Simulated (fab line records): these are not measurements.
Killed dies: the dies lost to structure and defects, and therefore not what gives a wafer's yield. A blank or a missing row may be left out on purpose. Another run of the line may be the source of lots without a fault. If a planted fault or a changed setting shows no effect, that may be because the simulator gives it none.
What tool caused it? -- flow gf180mcu -- Sampling: 13 lots, 39 wafers, 5 of 602 route steps

WHAT EACH GAUGE READ, for each wafer
GF_M4_THK_MEAS_06: measures by xrf.
lot,measured,on,M4_ALCU_THK (nm)
L472,day 22 19:43,film metro-03,453 455 443
L474,day 23 09:49,film metro-02,457 460 453
L477,day 24 21:45,film metro-02,461 458 458
L478,day 25 03:04,film metro-02,456 453 454
L480,day 25 16:24,film metro-03,444 449 451
L487,day 27 18:28,film metro-01,455 453 453
L488,day 28 03:08,film metro-02,462 463 467
L489,day 28 11:15,film metro-02,459 460 458
L490,day 28 17:40,film metro-02,451 449 452
L491,day 28 19:22,film metro-03,449 450 452
L492,day 29 02:23,film metro-01,439 446 440
L493,day 29 10:44,film metro-01,455 447 446
L494,day 30 01:20,film metro-02,456 458 455

GF_V4_THK_MEAS_01.
lot,measured,on,V4_CVD_00_THK (nm)
L472,day 23 19:13,film metro-03,603 602 602
L474,day 24 08:05,film metro-01,585 590 592
L477,day 25 18:46,film metro-01,471 477 475
L478,day 26 00:23,film metro-03,607 598 607
L480,day 26 14:50,film metro-01,476 476 475
L487,day 28 14:23,film metro-03,592 594 600
L488,day 28 22:27,film metro-04,597 589 593
L489,day 29 06:36,film metro-03,602 610 601
L490,day 29 12:54,film metro-04,594 596 590
L491,day 29 14:56,film metro-01,605 596 601
L492,day 29 21:46,film metro-01,604 595 595
L493,day 30 05:58,film metro-03,602 604 596
L494,day 30 20:17,film metro-01,598 596 601

GF_V4_OVL_MEAS_15.
lot,measured,on,V4_OVL (nm)
L472,day 24 18:20,overlay-01,5 -7 0
L474,day 25 06:13,overlay-01,13 0 4
L477,day 26 18:55,overlay-02,-5 -5 -7
L478,day 26 21:29,overlay-01,-3 -4 -2
L480,day 27 11:35,overlay-02,1 -1 -3
L487,day 29 10:19,overlay-01,-1 -1 -1
L488,day 29 17:29,overlay-02,10 5 5
L489,day 30 01:31,overlay-02,2 -7 -6
L490,day 30 08:49,overlay-01,-1 5 -6
L491,day 30 10:04,overlay-02,6 -4 2
L492,day 30 16:25,overlay-01,0 3 -1
L493,day 31 00:55,overlay-02,13 9 11
L494,day 31 14:37,overlay-02,3 8 0

WHAT TOOL EACH LOT RAN ON (gives the tool, then ch and the chambers of the sampled wafers, and finally the start)
lot,GF_V4_CVD_00,GF_V4_CVD_02
L472,"hdpcvd-01 ch 1,2, day 23 19:07","pecvd-03 ch 0,2, day 23 19:15"
L474,"hdpcvd-02 ch 1,2, day 24 08:00","pecvd-04 ch 0,2, day 24 08:08"
L477,"hdpcvd-02 ch 0,2, day 25 18:42","pecvd-03 ch 0,1, day 25 18:50"
L478,"hdpcvd-01 ch 0,1, day 26 00:18","pecvd-03 ch 0,1,2, day 26 00:26"
L480,"hdpcvd-02 ch 0,1,2, day 26 14:45","pecvd-01 ch 0,1,2, day 26 14:53"
L487,"hdpcvd-01 ch 0,1,2, day 28 14:19","pecvd-01 ch 0,1, day 28 14:26"
L488,"hdpcvd-02 ch 0,1,2, day 28 22:22","pecvd-03 ch 1,2, day 28 22:30"
L489,"hdpcvd-02 ch 0,1,2, day 29 06:32","pecvd-01 ch 0,1,2, day 29 06:40"
L490,"hdpcvd-02 ch 0,1, day 29 12:50","pecvd-04 ch 0,1, day 29 12:58"
L491,"hdpcvd-01 ch 1,2, day 29 14:52","pecvd-03 ch 0,2, day 29 14:59"
L492,"hdpcvd-02 ch 0,1,2, day 29 21:42","pecvd-01 ch 0,1,2, day 29 21:50"
L493,"hdpcvd-01 ch 0,1,2, day 30 05:53","pecvd-04 ch 0,1, day 30 06:01"
L494,"hdpcvd-02 ch 0,1,2, day 30 20:13","pecvd-04 ch 1,2, day 30 20:20"
- GF_V4_CVD_00: deposits SiO2, target thk 600 nm, time 100 s.
- GF_V4_CVD_02: deposits SiO2 from TEOS, target thk 850 nm, time 94.851 s.

WHAT THE TOOLS THEMSELVES READ (means of the sampled wafers that have a number; where no wafer has one, the mark that the record gives instead)
GF_V4_CVD_00.
lot,tool,sih4 flow sccm (sccm)
L472,hdpcvd-01,59.91
L474,hdpcvd-02,59.91
L477,hdpcvd-02,48.22
L478,hdpcvd-01,60.03
L480,hdpcvd-02,48.08
L487,hdpcvd-01,60.04
L488,hdpcvd-02,59.96
L489,hdpcvd-02,59.98
L490,hdpcvd-02,60.12
L491,hdpcvd-01,60.03
L492,hdpcvd-02,59.88
L493,hdpcvd-01,60.05
L494,hdpcvd-02,60.11

GF_V4_CVD_02.
lot,tool,heater power w (W)
L472,pecvd-03,617
L474,pecvd-04,694
L477,pecvd-03,604
L478,pecvd-03,639
L480,pecvd-01,676
L487,pecvd-01,681
L488,pecvd-03,661
L489,pecvd-01,695
L490,pecvd-04,572
L491,pecvd-03,568
L492,pecvd-01,664
L493,pecvd-04,607
L494,pecvd-04,683

THE ANSWER, worked out from the rows above alone
Rule: the lots themselves supply what counts as usual. Put in order of their means at a reading, lots are off if they are a third of the lots or fewer, leave a main group of 4 or more, and stand apart from it by a gap of 3 or more times the standard deviation of the main group's means; of several such gaps the widest counts. If all means in a main group match to the digits the tables above print for the reading, that group is not used. A lot without any number at a reading at which 4 lots or more have one is off too. Where the step has rows for the other lots, those lots are counted as sound. First the gauges in route order, then the tools' own readings, where a lot's mean is used as printed above. At the first step where some lot is off, the reading lying furthest off is the one used; lots without a number count as furthest.
Off: L477, L480, at GF_V4_THK_MEAS_01 (V4_CVD_00_THK). Mean 598 nm and standard deviation 4.7 in the main group.
A tool fits if, at a process step before that reading, it ran every lot that is off, and no sound lot after the first of them. The gauges at GF_V4_THK_MEAS_01 aren't tried: what is off there is off at GF_V4_CVD_00 too, on other tools, and a gauge's error can't cause that. Not one of the candidates tried fits.

WHAT THE SIMULATOR PUT IN
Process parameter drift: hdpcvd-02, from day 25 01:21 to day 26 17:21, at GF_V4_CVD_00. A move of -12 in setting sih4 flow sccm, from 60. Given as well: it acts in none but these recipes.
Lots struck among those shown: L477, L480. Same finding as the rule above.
